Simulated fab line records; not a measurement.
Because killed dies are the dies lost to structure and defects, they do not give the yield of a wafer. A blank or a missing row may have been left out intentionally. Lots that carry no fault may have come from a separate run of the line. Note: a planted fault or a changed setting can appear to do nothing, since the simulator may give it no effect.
fab line records -- flow gf180mcu
record lots=14, wafers=42, lastDay=34
route steps=602 shown MIM@514 V5@541 TOP_METAL@570
lots untouched by any fault: they come from a run of this same line in which no faults occurred
startH: hours from the record's opening day to when the first of the lot's shown wafers began -- waitH: how many hours have passed since the lot's step before this one -- " repeats the value in the row above -- L1.1+2: a row that stands for several wafers -- - no value present, or no start provided -- * or withheld: withheld -- < > ~ a bound
route shown NAME@n: names a module that has steps shown in the file, with the first one's number in the route -- usual: mean/standard deviation of fault-free wafers -- same: alike in all rows -- chamber/n: place in a boat -- sites: the reading at each site -- _std_site: the standard deviation of these -- _edge_site: outer sites' mean less inner sites' -- radiusMm: how far each site lies from the wafer's centre -- mask NAME#n: copy n -- behind: the tool/chamber that last shaped the wafer -- hold: why the lot was held/for how many hours/how that ended -- device: the transistor (n, p or np) that didn't switch -- end of line: at the end of the route, the tests of the same wafers -- where a step has no rows: the recipe by itself -- killed: at the first sort, the dies lost to defects and structure; wafer yield is something else -- map: a wafer's dies, marking killed ones x, the rest . and places with no die _
set.NAME: the run value of the setting; set.NAME@STEP: its run value at that earlier step -- model.NAME: the simulator's own value behind a step, which no gauge read
a sample of lots followed through the steps of the route, with each step as a table and each wafer as a row
services: the hour from which a tool's chamber was out of use, counted from the record's first day as startH (under 0 if before that day), plus the number of hours and why
## steps
# step GF_MIM_THK_MEAS_11
# recipe thkMeasGauge=xrf, reads=AlCu_of_MIM_SPUTTER_08
# usual MIM_ALCU_THK=203.7/2.2
lot.wafer,tool,chamber,startH,waitH,MIM_ALCU_THK[nm]
L744.2,filmMetro-02,-,572.96,0.1,206.0
L744.4,filmMetro-02,-,572.96,0.1,202.7
L744.6,filmMetro-02,-,572.96,0.1,204.4
L745.3,filmMetro-04,-,581.67,0.1,203.7
L745.4,filmMetro-04,-,581.67,0.1,206.0
L745.6,filmMetro-04,-,581.67,0.1,205.8
L747.2,filmMetro-02,-,606.68,0.1,205.7
L747.3,filmMetro-02,-,606.68,0.1,204.7
L747.5,filmMetro-02,-,606.68,0.1,204.9
L748.1,filmMetro-02,-,607.50,0.1,207.1
L748.2,filmMetro-02,-,607.50,0.1,203.1
L748.3,filmMetro-02,-,607.50,0.1,205.1
L750.1,filmMetro-04,-,640.38,0.1,202.5
L750.3,filmMetro-04,-,640.38,0.1,203.2
L750.5,filmMetro-04,-,640.38,0.1,204.1
L752.2,filmMetro-02,-,658.02,0.1,204.6
L752.3,filmMetro-02,-,658.02,0.1,207.5
L752.4,filmMetro-02,-,658.02,0.1,205.6
L753.4,filmMetro-02,-,659.12,0.1,203.7
L753.5,filmMetro-02,-,659.12,0.1,201.5
L753.6,filmMetro-02,-,659.12,0.1,204.3
L754.4,filmMetro-01,-,665.29,0.1,202.7
L754.5,filmMetro-01,-,665.29,0.1,201.2
L754.6,filmMetro-01,-,665.29,0.1,203.4
L758.1,filmMetro-02,-,684.97,0.1,201.1
L758.2,filmMetro-02,-,684.97,0.1,207.9
L758.5,filmMetro-02,-,684.97,0.1,205.1
L761.4,filmMetro-02,-,700.97,0.1,205.3
L761.5,filmMetro-02,-,700.97,0.1,204.7
L761.6,filmMetro-02,-,700.97,0.1,205.5
L763.1,filmMetro-04,-,714.99,0.1,201.5
L763.3,filmMetro-04,-,714.99,0.1,201.8
L763.5,filmMetro-04,-,714.99,0.1,203.6
L764.2,filmMetro-01,-,721.61,0.1,205.8
L764.3,filmMetro-01,-,721.61,0.1,206.5
L764.6,filmMetro-01,-,721.61,0.1,202.4
L765.3,filmMetro-02,-,730.54,0.1,200.6
L765.5,filmMetro-02,-,730.54,0.1,204.6
L765.6,filmMetro-02,-,730.54,0.1,201.9
L766.3,filmMetro-01,-,731.90,0.1,204.9
L766.5,filmMetro-01,-,731.90,0.1,205.1
L766.6,filmMetro-01,-,731.90,0.1,202.8
# step GF_V5_THK_MEAS_01
# recipe reads=SiO2_of_V5_CVD_00
# usual V5_CVD_00_THK=300/4.2
lot.wafer,tool,chamber,startH,waitH,V5_CVD_00_THK[nm]
L744.2,filmMetro-03,-,616.66,0.0,304
L744.4,filmMetro-03,-,616.66,0.0,302
L744.6,filmMetro-03,-,616.66,0.0,303
L745.3,filmMetro-01,-,624.84,0.0,307
L745.4,filmMetro-01,-,624.84,0.0,303
L745.6,filmMetro-01,-,624.84,0.0,304
L747.2,filmMetro-04,-,647.79,0.0,303
L747.3,filmMetro-04,-,647.79,0.0,303
L747.5,filmMetro-04,-,647.79,0.0,302
L748.1,filmMetro-03,-,648.07,0.0,297
L748.2,filmMetro-03,-,648.07,0.0,301
L748.3,filmMetro-03,-,648.07,0.0,295
L750.1,filmMetro-01,-,681.08,0.0,302
L750.3,filmMetro-01,-,681.08,0.0,306
L750.5,filmMetro-01,-,681.08,0.0,308
L752.2,filmMetro-01,-,697.90,0.0,301
L752.3,filmMetro-01,-,697.90,0.0,299
L752.4,filmMetro-01,-,697.90,0.0,302
L753.4,filmMetro-03,-,698.02,0.0,296
L753.5,filmMetro-03,-,698.02,0.0,297
L753.6,filmMetro-03,-,698.02,0.0,292
L754.4,filmMetro-01,-,704.15,0.0,303
L754.5,filmMetro-01,-,704.15,0.0,305
L754.6,filmMetro-01,-,704.15,0.0,306
L758.1,filmMetro-01,-,722.64,0.0,299
L758.2,filmMetro-01,-,722.64,0.0,300
L758.5,filmMetro-01,-,722.64,0.0,294
L761.4,filmMetro-01,-,738.60,0.0,294
L761.5,filmMetro-01,-,738.60,0.0,294
L761.6,filmMetro-01,-,738.60,0.0,295
L763.1,filmMetro-01,-,751.50,0.0,304
L763.3,filmMetro-01,-,751.50,0.0,299
L763.5,filmMetro-01,-,751.50,0.0,303
L764.2,filmMetro-01,-,757.42,0.0,297
L764.3,filmMetro-01,-,757.42,0.0,303
L764.6,filmMetro-01,-,757.42,0.0,297
L765.3,filmMetro-03,-,766.14,0.0,305
L765.5,filmMetro-03,-,766.14,0.0,301
L765.6,filmMetro-03,-,766.14,0.0,301
L766.3,filmMetro-03,-,766.98,0.0,304
L766.5,filmMetro-03,-,766.98,0.0,308
L766.6,filmMetro-03,-,766.98,0.0,300
# step GF_V5_STRIP_19
# recipe chemistry=postEtchResidueRemover, timeS=1200, tempC=72.5
# usual bathGuardTempC=72.6/0.52, bathHeatDutyPct=14.7/1.4
lot.wafer,tool,chamber,startH,waitH,bathGuardTempC,bathHeatDutyPct
L744.2,wetBench-03,1,636.76,0.1,71.9,13.9
L744.4,wetBench-03,1,636.76,0.1,72.0,14.8
L744.6,wetBench-03,1,636.76,0.1,72.3,13.8
L745.3,wetBench-01,0,645.00,0.0,72.6,14.5
L745.4,wetBench-01,0,645.00,0.0,72.5,13.9
L745.6,wetBench-01,0,645.00,0.0,72.5,15.5
L747.2,wetBench-02,0,667.98,0.1,72.2,14.0
L747.3,wetBench-02,0,667.98,0.1,72.1,12.8
L747.5,wetBench-02,0,667.98,0.1,71.7,13.8
L748.1,wetBench-03,1,668.55,0.1,72.2,13.2
L748.2,wetBench-03,1,668.55,0.1,72.3,14.5
L748.3,wetBench-03,1,668.55,0.1,72.4,14.2
L750.1,wetBench-03,0,700.28,0.1,72.7,12.7
L750.3,wetBench-03,0,700.28,0.1,72.9,13.4
L750.5,wetBench-03,0,700.28,0.1,72.9,13.2
L752.2,wetBench-02,2,716.86,0.1,73.3,16.4
L752.3,wetBench-02,2,716.86,0.1,73.3,16.9
L752.4,wetBench-02,2,716.86,0.1,73.6,15.4
L753.4,wetBench-01,0,717.51,0.0,-,-
L753.5,wetBench-01,0,717.51,0.0,-,-
L753.6,wetBench-01,0,717.51,0.0,-,-
L754.4,wetBench-01,0,722.38,0.0,-,-
L754.5,wetBench-01,0,722.38,0.0,-,-
L754.6,wetBench-01,0,722.38,0.0,-,-
L758.1,wetBench-03,1,740.91,0.1,71.9,15.7
L758.2,wetBench-03,1,740.91,0.1,72.0,15.4
L758.5,wetBench-03,1,740.91,0.1,71.9,13.7
L761.4,wetBench-02,2,757.24,0.0,73.1,14.9
L761.5,wetBench-02,2,757.24,0.0,73.2,16.5
L761.6,wetBench-02,2,757.24,0.0,73.9,15.9
L763.1,wetBench-01,1,769.74,0.1,71.5,16.3
L763.3,wetBench-01,1,769.74,0.1,71.7,16.3
L763.5,wetBench-01,1,769.74,0.1,71.7,16.7
L764.2,wetBench-02,1,774.78,0.1,73.3,16.6
L764.3,wetBench-02,1,774.78,0.1,73.1,16.4
L764.6,wetBench-02,1,774.78,0.1,73.4,16.2
L765.3,wetBench-01,3,783.54,0.0,72.2,13.1
L765.5,wetBench-01,3,783.54,0.0,72.2,12.7
L765.6,wetBench-01,3,783.54,0.0,71.8,13.2
L766.3,wetBench-03,1,784.49,0.0,72.4,13.1
L766.5,wetBench-03,1,784.49,0.0,71.9,14.6
L766.6,wetBench-03,1,784.49,0.0,72.1,15.6
# step GF_TOP_METAL_SPUTTER_03
# recipe material=Ti, targetThkNm=5, substrateTempC=300, chamberPressurePa=0.3, powerW=3000, timeS=3.3
# usual throttleValvePct=29.8/0.7
lot.wafer,tool,chamber,startH,waitH,throttleValvePct
L744.2,pvdSputter-02,-,638.20,0.0,29.5
L744.4,pvdSputter-02,-,638.20,0.0,29.1
L744.6,pvdSputter-02,-,638.20,0.0,29.8
L745.3,pvdSputter-03,-,646.30,0.0,29.9
L745.4,pvdSputter-03,-,646.30,0.0,30.3
L745.6,pvdSputter-03,-,646.30,0.0,28.7
L747.2,pvdSputter-02,-,669.35,0.0,29.1
L747.3,pvdSputter-02,-,669.35,0.0,29.9
L747.5,pvdSputter-02,-,669.35,0.0,29.7
L748.1,pvdSputter-03,-,669.88,0.0,28.4
L748.2,pvdSputter-03,-,669.88,0.0,30.3
L748.3,pvdSputter-03,-,669.88,0.0,31.1
L750.1,pvdSputter-02,-,702.02,0.0,29.2
L750.3,pvdSputter-02,-,702.02,0.0,29.8
L750.5,pvdSputter-02,-,702.02,0.0,30.0
L752.2,pvdSputter-02,-,718.16,0.0,30.0
L752.3,pvdSputter-02,-,718.16,0.0,29.4
L752.4,pvdSputter-02,-,718.16,0.0,29.6
L753.4,pvdSputter-02,-,718.81,0.0,29.5
L753.5,pvdSputter-02,-,718.81,0.0,29.1
L753.6,pvdSputter-02,-,718.81,0.0,29.6
L754.4,pvdSputter-02,-,724.14,0.0,29.8
L754.5,pvdSputter-02,-,724.14,0.0,29.7
L754.6,pvdSputter-02,-,724.14,0.0,29.2
L758.1,pvdSputter-03,-,742.21,0.0,30.8
L758.2,pvdSputter-03,-,742.21,0.0,30.1
L758.5,pvdSputter-03,-,742.21,0.0,30.9
L761.4,pvdSputter-03,-,758.55,0.0,30.5
L761.5,pvdSputter-03,-,758.55,0.0,28.6
L761.6,pvdSputter-03,-,758.55,0.0,31.3
L763.1,pvdSputter-03,-,771.08,0.0,28.4
L763.3,pvdSputter-03,-,771.08,0.0,30.4
L763.5,pvdSputter-03,-,771.08,0.0,30.4
L764.2,pvdSputter-03,-,776.19,0.0,30.4
L764.3,pvdSputter-03,-,776.19,0.0,30.1
L764.6,pvdSputter-03,-,776.19,0.0,30.3
L765.3,pvdSputter-04,-,784.85,0.0,29.4
L765.5,pvdSputter-04,-,784.85,0.0,29.5
L765.6,pvdSputter-04,-,784.85,0.0,29.0
L766.3,pvdSputter-02,-,785.82,0.0,29.8
L766.5,pvdSputter-02,-,785.82,0.0,29.9
L766.6,pvdSputter-02,-,785.82,0.0,29.5
## services
tool,chamber,startH,hours,kind
pvdSputter-03,-,617.83,21.7,repair
pvdSputter-04,-,636.75,11.1,repair
pvdSputter-02,-,647.12,3.4,repair
pvdSputter-04,-,780.86,3.0,repair
## key
firstSign step=GF_V5_STRIP_19, reading=toolRecord, direction=missing
effect none on later readings
metAt GF_V5_STRIP_19
struckLots L753,L754
sortLeftOut L753.4,L753.5,L753.6,L754.4,L754.5,L754.6
notActingAt GF_MIM_THK_MEAS_11,GF_V5_THK_MEAS_01,GF_TOP_METAL_SPUTTER_03
onsetBetween 645.00 717.51
fault kind=skippedStepWhole, tool=wetBench-01, chamber=-, onsetH=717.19, steps=GF_V5_STRIP_19, scope=struckLotsOnly
# sortLeftOut: the simulated sort isn't trusted on such a fault, so these wafers' sort isn't shown, and their yield isn't known
